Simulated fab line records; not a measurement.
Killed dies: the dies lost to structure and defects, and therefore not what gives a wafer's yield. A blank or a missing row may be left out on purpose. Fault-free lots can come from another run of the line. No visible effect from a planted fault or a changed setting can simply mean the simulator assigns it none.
Which tool was responsible? / flow sky130 / 12 lots, 36 wafers sampled, at 2 steps of a route of 708

== WHAT THE GAUGES SHOWED, per wafer ==
SKY_LOCAL_INTERCONNECT_THK_MEAS_02: measures by xrf.
lot=L460; measured=day 29 13:23; on=film-metro-02; LOCAL_INTERCONNECT_TIN_THK (nm)=97.3 96.1 97.8
lot=L461; measured=day 29 15:08; on=film-metro-03; LOCAL_INTERCONNECT_TIN_THK (nm)=98.1 97.5 98.1
lot=L467; measured=day 31 14:29; on=film-metro-03; LOCAL_INTERCONNECT_TIN_THK (nm)=95.9 97.0 97.5
lot=L468; measured=day 31 23:31; on=film-metro-02; LOCAL_INTERCONNECT_TIN_THK (nm)=97.3 96.6 95.8
lot=L469; measured=day 32 11:43; on=film-metro-01; LOCAL_INTERCONNECT_TIN_THK (nm)=96.3 95.3 96.3
lot=L475; measured=day 34 15:58; on=film-metro-03; LOCAL_INTERCONNECT_TIN_THK (nm)=98.0 96.7 97.1
lot=L477; measured=day 34 18:28; on=film-metro-02; LOCAL_INTERCONNECT_TIN_THK (nm)=98.3 98.9 99.0
lot=L478; measured=day 34 20:13; on=film-metro-01; LOCAL_INTERCONNECT_TIN_THK (nm)=99.4 100.0 100.9
lot=L479; measured=day 34 22:19; on=film-metro-01; LOCAL_INTERCONNECT_TIN_THK (nm)=98.5 98.3 97.5
lot=L480; measured=day 35 09:25; on=film-metro-01; LOCAL_INTERCONNECT_TIN_THK (nm)=98.3 97.5 99.1
lot=L481; measured=day 35 22:20; on=film-metro-01; LOCAL_INTERCONNECT_TIN_THK (nm)=98.1 98.6 98.2
lot=L483; measured=day 36 11:29; on=film-metro-03; LOCAL_INTERCONNECT_TIN_THK (nm)=97.4 97.5 98.1

SKY_CONTACT_THK_MEAS_03.
lot=L460; measured=day 30 18:50; on=film-metro-01; CONTACT_HDPCVD_THK (nm)=567 561 560
lot=L461; measured=day 30 20:20; on=film-metro-01; CONTACT_HDPCVD_THK (nm)=560 553 557
lot=L467; measured=day 32 18:15; on=film-metro-02; CONTACT_HDPCVD_THK (nm)=557 552 545
lot=L468; measured=day 33 03:09; on=film-metro-01; CONTACT_HDPCVD_THK (nm)=567 569 574
lot=L469; measured=day 33 16:28; on=film-metro-04; CONTACT_HDPCVD_THK (nm)=560 563 557
lot=L475; measured=day 35 19:23; on=film-metro-02; CONTACT_HDPCVD_THK (nm)=563 565 559
lot=L477; measured=day 35 21:49; on=film-metro-01; CONTACT_HDPCVD_THK (nm)=550 555 554
lot=L478; measured=day 35 22:38; on=film-metro-01; CONTACT_HDPCVD_THK (nm)=564 555 565
lot=L479; measured=day 36 01:32; on=film-metro-01; CONTACT_HDPCVD_THK (nm)=563 560 559
lot=L480; measured=day 36 12:14; on=film-metro-04; CONTACT_HDPCVD_THK (nm)=573 561 567
lot=L481; measured=day 37 01:15; on=film-metro-01; CONTACT_HDPCVD_THK (nm)=561 558 566
lot=L483; measured=day 37 14:31; on=film-metro-02; CONTACT_HDPCVD_THK (nm)=563 564 562

== EACH LOT AND THE TOOL THAT RAN IT (in order: tool; ch and the chambers of the sampled wafers; start) ==
Before these readings, the record contains no process step.

== WHAT THE TOOLS THEMSELVES READ (means of the sampled wafers that have a number; where no wafer has one, the mark that the record gives instead) ==
The record holds no such reading with a usual standard deviation.

== THE ANSWER, worked out from the rows above alone ==
Rule: the usual values come from the lots themselves. The widest of any qualifying gaps counts: lots, ordered by their means at a reading, are off when they make up no more than a third of the lots, leave a main group of 4 or more, and stand apart from it by 3 or more times the standard deviation of that group's means. Not used: any main group whose means are identical at the precision the tables above print for the reading. A lot without any number at a reading at which 4 lots or more have one is off too. Where the step has rows for the other lots, those lots are counted as sound. First the gauges in route order, then the tools' own readings, where a lot's mean is used as printed above. The first step at which some lot is off is used, and at that step the reading that is off furthest; a lot without a number counts as furthest.
None of the lots is off at any reading shown; this tells nothing.

== WHAT THE SIMULATOR PUT IN ==
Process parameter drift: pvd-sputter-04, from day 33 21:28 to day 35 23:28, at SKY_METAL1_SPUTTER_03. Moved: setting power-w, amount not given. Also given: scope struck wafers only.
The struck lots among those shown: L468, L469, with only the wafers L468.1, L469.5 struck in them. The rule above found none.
